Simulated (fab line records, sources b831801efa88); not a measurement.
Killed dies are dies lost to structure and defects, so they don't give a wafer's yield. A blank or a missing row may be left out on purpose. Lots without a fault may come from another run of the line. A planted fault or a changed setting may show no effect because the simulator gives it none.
Which tool did it? | flow gf180mcu | 9 lots, 24 wafers sampled, at 1 step of a route of 602

WHAT THE GAUGES READ, wafer by wafer
GF_STI_CD_MEAS_12: target cd 220 nm. Usual: cd_nm 220.1 nm, standard deviation 1.4.
lot  | measured    | on        | cd_nm (nm)        | flag
L707 | day 2 01:05 | cd_sem-02 | 219.9 219.5 219.8 |
L708 | day 2 07:02 | cd_sem-01 | 222.4 221.9 221.6 |
L716 | day 3 22:58 | cd_sem-01 | 219.0 218.3       |
L717 | day 4 04:43 | cd_sem-02 | 220.8 220.6       |
L718 | day 4 11:16 | cd_sem-02 | 220.8 221.2       |
L719 | day 4 14:17 | cd_sem-02 | 218.9 218.5 219.9 |
L721 | day 5 01:36 | cd_sem-02 | 221.0 219.9 221.9 |
L724 | day 5 16:46 | cd_sem-02 | 219.1 219.8 218.3 |
L727 | day 6 08:49 | cd_sem-02 | 217.2 218.9 217.7 |

WHICH TOOL RAN EACH LOT (tool, then ch and the chambers of the sampled wafers, then the start)
The record holds no process step before these readings.

WHAT THE TOOLS THEMSELVES READ (means of the sampled wafers that have a number; where no wafer has one, the mark that the record gives instead)
The record holds no such reading with a usual standard deviation.

THE ANSWER, worked out from the rows above alone
Rule: a lot is off if the mean of its wafers that have a number lies more than 3 standard deviations from the usual mean. A lot without any number at a reading at which 4 lots or more have one is off too. The other lots that the step has rows for count as sound. The gauges are gone through in route order, then the tools' own readings, and for those a lot's mean is taken as printed above. The first step at which some lot is off is used, and at that step the reading that is off furthest; a lot without a number counts as furthest.
No lot is off at any reading shown: from this, nothing can be told.

WHAT THE SIMULATOR HAD PUT IN
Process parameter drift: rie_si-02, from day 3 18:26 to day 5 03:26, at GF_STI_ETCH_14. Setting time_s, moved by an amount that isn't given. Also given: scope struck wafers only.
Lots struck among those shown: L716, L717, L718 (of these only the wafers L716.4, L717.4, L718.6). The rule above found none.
